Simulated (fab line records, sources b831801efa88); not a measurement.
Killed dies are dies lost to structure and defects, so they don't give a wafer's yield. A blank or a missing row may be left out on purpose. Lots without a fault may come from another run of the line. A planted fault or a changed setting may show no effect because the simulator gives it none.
A struck lot beside a sound one | flow sfq_line | 43 steps out of a route of 325
Sound: wafers L372.2, L372.3, L372.5. Struck: wafers L369.2, L369.4, L369.5. The cause comes at the end.
At each step with rows: each side's tool, then ch and its chambers, then its first start. Under that, the readings that differ: sound wafers | struck wafers | difference of the means | sigmas: that difference in standard deviations of wafers without a fault.
alike: readings whose means differ by less than 2 such deviations, and words and numbers that are the same on both sides. not compared: withheld readings, readings that some wafer has no value for, bounds like >300 that may hide the same value, and numbers for which the record gives no deviation and whose values overlap.
The two part at a step that has a row with sigmas, a row that says differs or no value, or rows on one side only. Numbers that don't overlap but have no deviation are shown without sigmas and don't part them. A reading that every wafer of one side lacks parts them only if that side has two wafers or more.

first, 6 steps without rows for these wafers: SFQ_TRILAYER_I4_VIA_LITHO_COAT_108 (resist thk 62 nm); SFQ_TRILAYER_I4_VIA_LITHO_COAT_103 (resist thk 650 nm); SFQ_TRILAYER_I4_VIA_LITHO_SOFTBAKE_107; SFQ_TRILAYER_I4_VIA_LITHO_EXPOSE_104 (exposes mask I4, target cd 700 nm); SFQ_TRILAYER_I4_VIA_LITHO_PEB_106 (peb time 60 s); SFQ_TRILAYER_I4_VIA_LITHO_DEVELOP_105 (time 60 s).
SFQ_I4_OVL_MEAS_928:
  sound on overlay-02, day 67 13:07; struck on overlay-01, day 66 10:14
  alike: I4_OVL
then, 2 steps without rows for these wafers: SFQ_TRILAYER_I4_VIA_BARC_OPEN_VIA_ETCH_146 (etches BARC in O2, target depth 125 nm, time 41.7 s); SFQ_TRILAYER_I4_VIA_ETCH_VIA_ETCH_106 (etches SiO2 in CHF3, stops on Nb, target depth 260 nm).
SFQ_TRILAYER_I4_VIA_STRIP_STRIP_107: strips in O2.
  sound on rie_metal-04 ch 1, day 67 13:30; struck on rie_metal-03 ch 0,1, day 66 10:25
  alike: drypump_motor_current_A, oes_product_au
  not compared: rf_hours_counter_h
then, 2 steps without rows for these wafers: SFQ_TRILAYER_I4_VIA_STRIP_SOLV_CLEAN_108 (cleans in NMP, time 600 s); SFQ_TRILAYER_JJ_TRILAYER_DEP_PRE_CLEAN_113 (time 22.5 s).
SFQ_TRILAYER_JJ_TRILAYER_DEP_SPUTTER_109: material Nb, target thk 150 nm, time 100 s.
  sound on pvd_sputter-03, day 67 14:43; struck on pvd_sputter-03, day 66 11:13
  no value came back on the struck wafers for base_pressure_pa (Pa), cathode_dc_power_W (W), throttle_valve_pct (%); on the sound wafers base_pressure_pa (Pa) reads 1.42e-06 1.35e-06 1.44e-06
SFQ_TRILAYER_JJ_TRILAYER_DEP_SPUTTER_110: material Al, target thk 8 nm, time 10 s.
  sound on pvd_sputter-03, day 67 14:47; struck on pvd_sputter-03, day 66 11:17
  reading               | sound                      | struck                     | difference | sigmas
  base_pressure_pa (Pa) | 1.17e-06 1.34e-06 1.15e-06 | 1.55e-06 1.39e-06 1.42e-06 | +2.33e-07  | +3
  alike: cathode_dc_power_W, throttle_valve_pct
then, 2 steps without rows for these wafers: SFQ_TRILAYER_JJ_TRILAYER_DEP_AL_OXIDATION_111 (oxidation time 600 s); SFQ_TRILAYER_JJ_TRILAYER_DEP_SPUTTER_112 (material Nb, target thk 170 nm, time 113.3 s).
SFQ_JJ_RS_MEAS_929: measures by four-point-probe.
  sound on film_metro-02, day 67 15:54; struck on film_metro-01, day 66 12:25
  alike: JJ_NB_RS
then, 6 steps without rows for these wafers: SFQ_TRILAYER_JJ_CE_LITHO_COAT_119 (resist thk 62 nm); SFQ_TRILAYER_JJ_CE_LITHO_COAT_114 (resist thk 600 nm); SFQ_TRILAYER_JJ_CE_LITHO_SOFTBAKE_118; SFQ_TRILAYER_JJ_CE_LITHO_EXPOSE_115 (exposes mask J5, target cd 700 nm); SFQ_TRILAYER_JJ_CE_LITHO_PEB_117 (peb time 60 s); SFQ_TRILAYER_JJ_CE_LITHO_DEVELOP_116 (time 60 s).
-- the record jumps here: 4 days lie between the struck wafers' starts before and after --
SFQ_JJ_OVL_MEAS_931:
  sound on overlay-01, day 72 01:25; struck on overlay-01, day 70 20:37
  alike: J5_OVL
SFQ_TRILAYER_JJ_CE_METRO_MEASURE_117:
  sound on cd_sem-02, day 72 01:38; struck on cd_sem-02, day 70 20:50
  alike: cd_nm
SFQ_TRILAYER_JJ_CE_BARC_OPEN_RIE_150: chemistry O2, target BARC, target depth 240 nm, time 80 s.
  sound on rie_metal-02 ch 0,1, day 72 02:38; struck on rie_metal-02 ch 0,1, day 70 21:50
  alike: drypump_motor_current_A, oes_product_au
  not compared: rf_hours_counter_h
SFQ_TRILAYER_JJ_CE_ETCH_RIE_118: chemistry SF6, target Nb, stops on Al2O3, time 97.7 s, target depth 170 nm.
  sound on rie_metal-02 ch 0,1, day 72 02:44; struck on rie_metal-02 ch 0,1, day 70 21:56
  alike: drypump_motor_current_A, oes_product_au
  not compared: rf_hours_counter_h
then, 9 steps without rows for these wafers: SFQ_TRILAYER_JJ_ANODIZE_ANODIZE_119; SFQ_TRILAYER_JJ_CE_STRIP_STRIP_120 (strips in O2); SFQ_TRILAYER_JJ_CE_STRIP_SOLV_CLEAN_121 (cleans in NMP, time 600 s); SFQ_TRILAYER_M5_LITHO_COAT_128 (resist thk 62 nm); SFQ_TRILAYER_M5_LITHO_COAT_123 (resist thk 600 nm); SFQ_TRILAYER_M5_LITHO_SOFTBAKE_127; SFQ_TRILAYER_M5_LITHO_EXPOSE_124 (exposes mask M5, target cd 700 nm); SFQ_TRILAYER_M5_LITHO_PEB_126 (peb time 60 s); SFQ_TRILAYER_M5_LITHO_DEVELOP_125 (time 60 s).
-- the record jumps here: 4 days lie between the struck wafers' starts before and after --
SFQ_M5_OVL_MEAS_932:
  sound on overlay-01, day 76 05:56; struck on overlay-01, day 75 02:33
  alike: M5_OVL
then, 1 step without rows for these wafers: SFQ_TRILAYER_M5_BARC_OPEN_METAL_ETCH_161 (etches BARC in O2, target depth 125 nm, time 41.7 s).
SFQ_TRILAYER_M5_ETCH_METAL_ETCH_126: etches Nb in Cl2/BCl3, stops on SiO2, time 203.2 s, target depth 265 nm.
  sound on rie_metal-03 ch 0,1, day 76 06:01; struck on rie_metal-03 ch 0,1, day 75 02:38
  reading                        | sound             | struck            | difference | sigmas
  oes_product_au (a.u.)          | 0.729 0.735 0.727 | 0.368 0.381 0.376 | -0.355     | -63
  model.M5.feature_depth_nm (nm) | 163.4 163.1 163.7 | 12.38 12.27 12.5  | -151.02    |
  model.etch.depth_nm (nm)       | 151.1 150.6 151.3 | 0 0 0             | -151       |
  alike: drypump_motor_current_A
  not compared: rf_hours_counter_h
then, 2 steps without rows for these wafers: SFQ_TRILAYER_M5_STRIP_STRIP_127 (strips in O2); SFQ_TRILAYER_M5_STRIP_SOLV_CLEAN_128 (cleans in NMP, time 600 s).
-- the record jumps here: 4 days lie between the struck wafers' starts before and after --
SFQ_TRILAYER_R5_LITHO_EXPOSE_137: exposes mask R5, target cd 500 nm.
  sound on krf_scanner-01 ch 0, day 80 14:08; struck on krf_scanner-02, day 79 05:37
  no value came back on the struck wafers for exposure_dose_mJ_cm2, focus_offset_nm (nm), na; on the sound wafers exposure_dose_mJ_cm2 reads 14.415 14.399 14.402
  alike: mask
-- the record jumps here: 9 days lie between the struck wafers' starts before and after --
SFQ_M8_BOW_MEAS_951:
  sound on film_metro-01, day 92 06:10; struck on film_metro-01, day 88 06:10
  reading                       | sound                | struck            | difference | sigmas
  model.etest.m5.ohm_sq         | 1.18 1.184 1.179     | 1e+06 1e+06 1e+06 | +1e+06     |
  model.etest.m5.ohm_um         | 1.687 1.694 1.681    | 1e+06 1e+06 1e+06 | +1e+06     |
  model.etest.i4.link_ohm       | 2.171 2.177 2.171    | 1e+06 1e+06 1e+06 | +1e+06     |
  model.etest.i5.link_ohm       | 2.273 2.267 2.262    | 1e+06 1e+06 1e+06 | +1e+06     |
  model.etest.r5.comb_log10_ohm | 12 12 12             | 0 0 0             | -12        |
  model.etest.jj.g_times        | 0.9951 0.9993 0.9919 | 0 0 0             | -1         |
  alike: M8_BOW

WHERE THEY PART
First at SFQ_TRILAYER_JJ_TRILAYER_DEP_SPUTTER_109; last, within this record, at SFQ_TRILAYER_R5_LITHO_EXPOSE_137. Later steps at which nothing parts them and some readings are alike: SFQ_M8_BOW_MEAS_951.

WHY: what the simulator had put in
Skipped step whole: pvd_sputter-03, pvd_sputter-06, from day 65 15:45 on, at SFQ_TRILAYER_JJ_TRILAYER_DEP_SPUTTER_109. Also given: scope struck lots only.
